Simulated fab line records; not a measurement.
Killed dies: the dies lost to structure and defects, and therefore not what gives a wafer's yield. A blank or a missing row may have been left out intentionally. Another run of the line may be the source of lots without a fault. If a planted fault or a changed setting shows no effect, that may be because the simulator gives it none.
2 desks looking at one fault / flow gf180mcu / what lay behind the numbers comes last; until then each desk has only its own

## FROM THE METROLOGY DESK
What the gauges read for every lot (on any tool): the sampled wafers with a number, averaged. The brackets show how far a lot's mean lies from the usual mean; more than 4 standard deviations puts the lot out of limits, marked OUT.
Columns: A = CONTACT_W_RS at GF_CONTACT_RS_MEAS_25, usual 0.385 ohm/sq; B = CONTACT_W_THK at GF_CONTACT_THK_MEAS_26, usual 300 nm
lot=L485; first seen here=day 17 09:43; A=0.387; B=299
lot=L489; first seen here=day 18 19:12; A=0.381; B=300
lot=L492; first seen here=day 19 15:26; A=0.385; B=299
lot=L496; first seen here=day 21 08:52; A=0.377; B=306
lot=L500; first seen here=day 22 15:49; A=0.386; B=300
lot=L501; first seen here=day 23 01:23; A=0.385; B=299
This desk's finding: nothing out of limits on any of the 6 lots.

## TOOL OWNER'S DESK, pvd-sputter-01
The tool's own readings at GF_M1_SPUTTER_00 (material Ti, target thk 37.5 nm, time 150 s): means of the sampled wafers that have a number, for each lot that ran on this tool. The brackets show how far a lot's mean lies from the usual mean; more than 4 standard deviations puts the lot out of limits, marked OUT.
Columns: A = throttle-valve-pct at GF_M1_SPUTTER_00, usual 30.1 %
lot=L489; first seen here=day 18 19:38; A=29.8
lot=L492; first seen here=day 19 15:53; A=30.0
lot=L496; first seen here=day 21 09:20; A=29.9
This desk's finding: nothing out of limits on any of the 3 lots.

## TAKEN TOGETHER
At the metrology desk, nothing out of limits was observed.
Nothing out of limits was seen by the tool owner's desk.

## WHAT WAS PUT IN BY THE SIMULATOR
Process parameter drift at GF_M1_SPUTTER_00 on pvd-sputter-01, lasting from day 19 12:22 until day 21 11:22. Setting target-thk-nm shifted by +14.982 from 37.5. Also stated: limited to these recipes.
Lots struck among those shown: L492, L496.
